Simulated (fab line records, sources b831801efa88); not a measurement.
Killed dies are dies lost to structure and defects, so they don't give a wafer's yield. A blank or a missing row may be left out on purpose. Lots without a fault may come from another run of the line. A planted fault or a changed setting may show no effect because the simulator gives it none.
Which tool did it? | flow sky130 | 14 lots, 42 wafers sampled, at 6 steps of a route of 708

WHAT THE GAUGES READ, wafer by wafer
SKY_VIA1_BOW_MEAS_03. Usual: VIA1_BOW 80 um, standard deviation 6.9.
lot  | measured     | on            | VIA1_BOW (um) | flag
L296 | day 32 20:01 | film_metro-03 | 70 72 76      |
L297 | day 33 05:53 | film_metro-02 | 87 69 71      |
L299 | day 34 02:24 | film_metro-04 | 80 83 92      |
L300 | day 34 08:44 | film_metro-04 | 80 83 93      |
L302 | day 34 20:28 | film_metro-04 | 77 90 83      |
L301 | day 35 04:03 | film_metro-04 | 76 84 80      |
L303 | day 35 09:55 | film_metro-02 | 80 67 81      |
L304 | day 36 04:34 | film_metro-04 | 93 75 68      |
L305 | day 37 00:28 | film_metro-04 | 99 79 85      |
L306 | day 37 01:41 | film_metro-03 | 90 74 78      |
L311 | day 37 19:20 | film_metro-02 | 67 71 85      |
L312 | day 38 12:46 | film_metro-04 | 67 89 80      |
L317 | day 39 07:58 | film_metro-03 | 75 68 81      |
L318 | day 39 20:37 | film_metro-04 | 80 88 75      |

SKY_METAL2_RS_MEAS_05: measures by four-point-probe. Usual: METAL2_ALCU_RS 0.1268 ohm/sq, standard deviation 0.0017.
lot  | measured     | on            | METAL2_ALCU_RS (ohm/sq)                   | flag
L296 | day 33 23:59 | film_metro-04 | 0.1275 0.1249 0.1250                      |
L297 | day 34 10:16 | film_metro-01 | 0.1276 0.1300 0.1279                      |
L299 | day 35 06:44 | film_metro-03 | 0.1262 0.1240 0.1269                      |
L300 | day 35 13:28 | film_metro-03 | 0.1262 0.1263 0.1245                      |
L302 | day 36 00:06 | film_metro-03 | 0.1257 0.1259 0.1277                      |
L301 | day 36 07:38 | film_metro-04 | 0.1277 0.1258 0.1274                      |
L303 | day 36 12:50 | film_metro-04 | 0.1283 0.1292 0.1283                      |
L304 | day 37 08:56 | film_metro-01 | 0.1239 0.1281 0.1265                      |
L305 | day 38 04:01 | film_metro-01 | 0.1237 0.1287 0.1267                      |
L306 | day 38 05:42 | film_metro-04 | 0.0887 0.1252 0.1245 0.0888 0.1254 0.1245 | OFF
L311 | day 38 22:11 | film_metro-04 | 0.1261 0.0889 0.1270 0.1259 0.0888 0.1271 | OFF
L312 | day 39 14:56 | film_metro-03 | 0.1273 0.1272 0.1288                      |
L317 | day 40 09:55 | film_metro-03 | 0.1278 0.1270 0.1300                      |
L318 | day 40 22:13 | film_metro-03 | 0.1245 0.1280 0.1249                      |

SKY_METAL2_THK_MEAS_06: measures by xrf. Usual: METAL2_ALCU_THK 253 nm, standard deviation 3.7.
lot  | measured     | on            | METAL2_ALCU_THK (nm)    | flag
L296 | day 34 00:05 | film_metro-04 | 251 255 255             |
L297 | day 34 10:22 | film_metro-01 | 250 248 253             |
L299 | day 35 06:51 | film_metro-03 | 253 260 252             |
L300 | day 35 13:34 | film_metro-03 | 252 252 258             |
L302 | day 36 00:13 | film_metro-03 | 256 255 251             |
L301 | day 36 07:45 | film_metro-04 | 253 255 252             |
L303 | day 36 12:57 | film_metro-04 | 250 250 251             |
L304 | day 37 09:03 | film_metro-01 | 259 250 256             |
L305 | day 38 04:08 | film_metro-01 | 259 250 255             |
L306 | day 38 09:42 | film_metro-04 | 357 255 255 357 257 256 | OFF
L311 | day 39 02:23 | film_metro-04 | 253 356 252 254 356 251 | OFF
L312 | day 39 15:02 | film_metro-03 | 251 250 249             |
L317 | day 40 10:01 | film_metro-03 | 250 250 246             |
L318 | day 40 22:20 | film_metro-03 | 255 252 258             |

WHICH TOOL RAN EACH LOT (tool, then ch and the chambers of the sampled wafers, then the start)
lot  | SKY_VIA1_CMP_02               | SKY_VIA1_SPUTTER_20          | SKY_METAL2_SPUTTER_02
L296 | cmp-02 ch 0,1,2, day 32 19:47 | pvd_sputter-02, day 33 23:11 | pvd_sputter-03, day 33 23:52
L297 | cmp-02 ch 0,1, day 33 05:32   | pvd_sputter-01, day 34 09:28 | pvd_sputter-03, day 34 10:08
L299 | cmp-02 ch 0,1, day 34 02:05   | pvd_sputter-02, day 35 05:56 | pvd_sputter-04, day 35 06:37
L300 | cmp-02 ch 1,2, day 34 08:24   | pvd_sputter-02, day 35 12:39 | pvd_sputter-04, day 35 13:20
L302 | cmp-02 ch 1,2, day 34 20:11   | pvd_sputter-02, day 35 23:18 | pvd_sputter-04, day 35 23:59
L301 | cmp-02 ch 0,2,3, day 35 03:48 | pvd_sputter-01, day 36 06:51 | pvd_sputter-03, day 36 07:32
L303 | cmp-01 ch 0,1,2, day 35 09:43 | pvd_sputter-01, day 36 12:03 | pvd_sputter-03, day 36 12:44
L304 | cmp-01 ch 1,2,3, day 36 04:19 | pvd_sputter-04, day 37 08:10 | pvd_sputter-04, day 37 08:50
L305 | cmp-01 ch 2,3, day 37 00:10   | pvd_sputter-02, day 38 03:15 | pvd_sputter-03, day 38 03:56
L306 | cmp-01 ch 0,1,2, day 37 01:23 | pvd_sputter-04, day 38 04:53 | pvd_sputter-04, day 38 05:37
L311 | cmp-01 ch 0,1,3, day 37 19:08 | pvd_sputter-04, day 38 21:23 | pvd_sputter-04, day 38 22:04
L312 | cmp-02 ch 2,3, day 38 12:29   | pvd_sputter-04, day 39 14:08 | pvd_sputter-03, day 39 14:49
L317 | cmp-01 ch 0,1,2, day 39 07:39 | pvd_sputter-01, day 40 09:03 | pvd_sputter-03, day 40 09:48
L318 | cmp-01 ch 0,1,3, day 39 20:22 | pvd_sputter-04, day 40 21:26 | pvd_sputter-03, day 40 22:07
- SKY_VIA1_CMP_02: polishes SiO2.
- SKY_VIA1_SPUTTER_20: material TiN, target thk 20 nm, time 80 s.
- SKY_METAL2_SPUTTER_02: material AlCu, target thk 250 nm, time 13.3 s.

WHAT THE TOOLS THEMSELVES READ (means of the sampled wafers that have a number; where no wafer has one, the mark that the record gives instead)
SKY_VIA1_CMP_02. Usual: motor_current_A 12.1 A, standard deviation 1.1.
lot  | tool   | motor_current_A (A) | flag
L296 | cmp-02 | 11.7                |
L297 | cmp-02 | 12.5                |
L299 | cmp-02 | 12.1                |
L300 | cmp-02 | 11.5                |
L302 | cmp-02 | 11.3                |
L301 | cmp-02 | 12.5                |
L303 | cmp-01 | 12.4                |
L304 | cmp-01 | 11.6                |
L305 | cmp-01 | 11.6                |
L306 | cmp-01 | 12.3                |
L311 | cmp-01 | 12.3                |
L312 | cmp-02 | 11.7                |
L317 | cmp-01 | 12.8                |
L318 | cmp-01 | 12.0                |

SKY_VIA1_SPUTTER_20. Usual: throttle_valve_pct 30.9 %, standard deviation 0.58.
lot  | tool           | throttle_valve_pct (%) | flag
L296 | pvd_sputter-02 | 31.1                   |
L297 | pvd_sputter-01 | 30.4                   |
L299 | pvd_sputter-02 | 31.2                   |
L300 | pvd_sputter-02 | 31.0                   |
L302 | pvd_sputter-02 | 31.4                   |
L301 | pvd_sputter-01 | 30.1                   |
L303 | pvd_sputter-01 | 30.1                   |
L304 | pvd_sputter-04 | 31.0                   |
L305 | pvd_sputter-02 | 31.1                   |
L306 | pvd_sputter-04 | 31.2                   |
L311 | pvd_sputter-04 | 31.2                   |
L312 | pvd_sputter-04 | 31.5                   |
L317 | pvd_sputter-01 | 30.9                   |
L318 | pvd_sputter-04 | 31.5                   |

SKY_METAL2_SPUTTER_02. Usual: throttle_valve_pct 30.9 %, standard deviation 0.89.
lot  | tool           | throttle_valve_pct (%) | flag
L296 | pvd_sputter-03 | 30.3                   |
L297 | pvd_sputter-03 | 29.4                   |
L299 | pvd_sputter-04 | 31.1                   |
L300 | pvd_sputter-04 | 31.0                   |
L302 | pvd_sputter-04 | 31.3                   |
L301 | pvd_sputter-03 | 30.7                   |
L303 | pvd_sputter-03 | 31.3                   |
L304 | pvd_sputter-04 | 31.2                   |
L305 | pvd_sputter-03 | 29.9                   |
L306 | pvd_sputter-04 | 31.1                   |
L311 | pvd_sputter-04 | 31.3                   |
L312 | pvd_sputter-03 | 30.5                   |
L317 | pvd_sputter-03 | 29.8                   |
L318 | pvd_sputter-03 | 30.1                   |

THE ANSWER, worked out from the rows above alone
Rule: a lot is off if the mean of its wafers that have a number lies more than 3 standard deviations from the usual mean. A lot without any number at a reading at which 4 lots or more have one is off too. The other lots that the step has rows for count as sound. The gauges are gone through in route order, then the tools' own readings, and for those a lot's mean is taken as printed above. The first step at which some lot is off is used, and at that step the reading that is off furthest; a lot without a number counts as furthest.
Off: L306, L311, at SKY_METAL2_RS_MEAS_05 (METAL2_ALCU_RS).
A tool fits if, at a process step before that reading, it ran every lot that is off, and no sound lot after the first of them. The gauges at SKY_METAL2_RS_MEAS_05 are tried like those tools. Can't be told from this: 2 tools fit, pvd_sputter-04 at SKY_METAL2_SPUTTER_02, film_metro-04 at SKY_METAL2_RS_MEAS_05.

WHAT THE SIMULATOR HAD PUT IN
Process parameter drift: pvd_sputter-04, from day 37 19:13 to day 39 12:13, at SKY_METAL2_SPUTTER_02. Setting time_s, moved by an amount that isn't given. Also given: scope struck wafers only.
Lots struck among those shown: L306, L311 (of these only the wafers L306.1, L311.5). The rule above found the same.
